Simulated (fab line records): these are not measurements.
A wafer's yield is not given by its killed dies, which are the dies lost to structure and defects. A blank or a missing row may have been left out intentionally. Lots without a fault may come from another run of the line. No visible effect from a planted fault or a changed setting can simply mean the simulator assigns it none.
Code-filled problem report in 8D (eight disciplines) form | flow sky130 | the parts of the form that need people (team, actions taken, sign-off) are left out

1. THE ISSUE
SONOS_ONO_CVD_02_THK at SKY_SONOS_ONO_THK_MEAS_03 reads a mean of 18.17 nm on 3 wafers of 1 lot; wafers without a fault read 10.41 nm with a standard deviation of 0.11. That puts it +71 standard deviations away from the usual mean.
Earliest sighting: wafer L734.1 on film metro-01 at day 16 12:55. At this step, 34 wafers from 12 lots have a number in the record. By rule, "out" or "out of limits" means more than 4 standard deviations away from the usual mean. The other wafers with a number count as sound.

2. WHAT IT IS, WHAT IT ISN'T
question                    | is                     | is not
which readings at this step | SONOS_ONO_CVD_02_THK   | -
which lots                  | L734                   | L721, L722, L723, L724, L725, L726, L727, L728, L732, L743, L744
which wafers of those lots  | all that have a number | -
read on which gauges        | film metro-01          | film metro-02, film metro-04
when                        | from day 16 12:55      | up to then (26 sound wafers); but 5 sound wafers of L743, L744 came after

3. SUSPECTS, AND WHAT RULES EACH OUT
Counting: a tool stays on the suspect list if, at a process step up to the reading, it processed all lots that are out and no sound lot following the first of them.
- the gauge at SKY_SONOS_ONO_THK_MEAS_03: ruled out. All the wafers that are out were read on film metro-01, but those of them that SKY_SONOS_ONO_CVD_02 has rows for are out there too, on other tools.
- lpcvd-02 at SKY_SONOS_ONO_CVD_02 (deposits Si3N4 from DCS/NH3, target thk 10.5 nm, time 180 s): ruled out as a lasting fault. After its first lot that is out, L734 (day 16 11:52), sound lots L743, L744 ran on it.
Left after counting: nothing in the record.

4. THE CAUSE (what the simulator had put in)
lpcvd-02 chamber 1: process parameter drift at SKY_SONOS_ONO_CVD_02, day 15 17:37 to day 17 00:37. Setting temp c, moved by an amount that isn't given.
Counting ruled it out, wrongly: the rule takes a fault to strike every lot that its tool runs from its start on, and this one did not.

5. THE CHAIN OF EFFECTS, in route order
Each row: a reading whose mean over the struck wafers that have a number lies more than 3 standard deviations from the usual. Only readings whose record carries a usual standard deviation are examined. hours: median over the lots of the time between each lot's start at the first step of this table that gives one and its start at this step. sigmas: the change, counted in usual standard deviations.
hours | step                      | reading               | usual    | on struck wafers | change | sigmas
0     | SKY_SONOS_ONO_CVD_02      | spike tc bottom C     | 785.7 C  | 818.6            | +32.9  | +14
0     | SKY_SONOS_ONO_CVD_02      | spike tc centre C     | 770.0 C  | 801.3            | +31.3  | +24
0     | SKY_SONOS_ONO_CVD_02      | spike tc lower C      | 771.2 C  | 803.3            | +32.1  | +32
0     | SKY_SONOS_ONO_CVD_02      | spike tc top C        | 782.8 C  | 811.2            | +28.4  | +15
0     | SKY_SONOS_ONO_CVD_02      | spike tc upper C      | 769.0 C  | 802.8            | +33.8  | +19
0     | SKY_SONOS_ONO_CVD_02      | susceptor temp C      | 770.0 C  | 801.3            | +31.3  | +95
0     | SKY_SONOS_ONO_CVD_02      | zone power centre pct | 14.02 %  | 15.19            | +1.17  | +7.3
1     | SKY_SONOS_ONO_THK_MEAS_03 | SONOS_ONO_CVD_02_THK  | 10.41 nm | 18.17            | +7.76  | +71
The process steps in it:
- SKY_SONOS_ONO_CVD_02: deposits Si3N4 from DCS/NH3, target thk 10.5 nm, time 180 s.
Later steps that measure or inspect, where all struck wafers having a row at the step show a number for every such reading and not one has moved that far: SKY_SONOS_ONO_OVL_MEAS_14.

6. WHAT WOULD HAVE CAUGHT IT SOONER
In this record the first reading out of limits at a measuring or inspecting step was taken at day 16 12:55, 19 hours after the fault began at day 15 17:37.
Tool's own readings at SKY_SONOS_ONO_CVD_02, spike tc bottom C, spike tc centre C, spike tc lower C, spike tc top C, spike tc upper C, susceptor temp C, zone power centre pct: out on all struck wafers the step has rows for; an alarm limit on them would have tripped on the first.
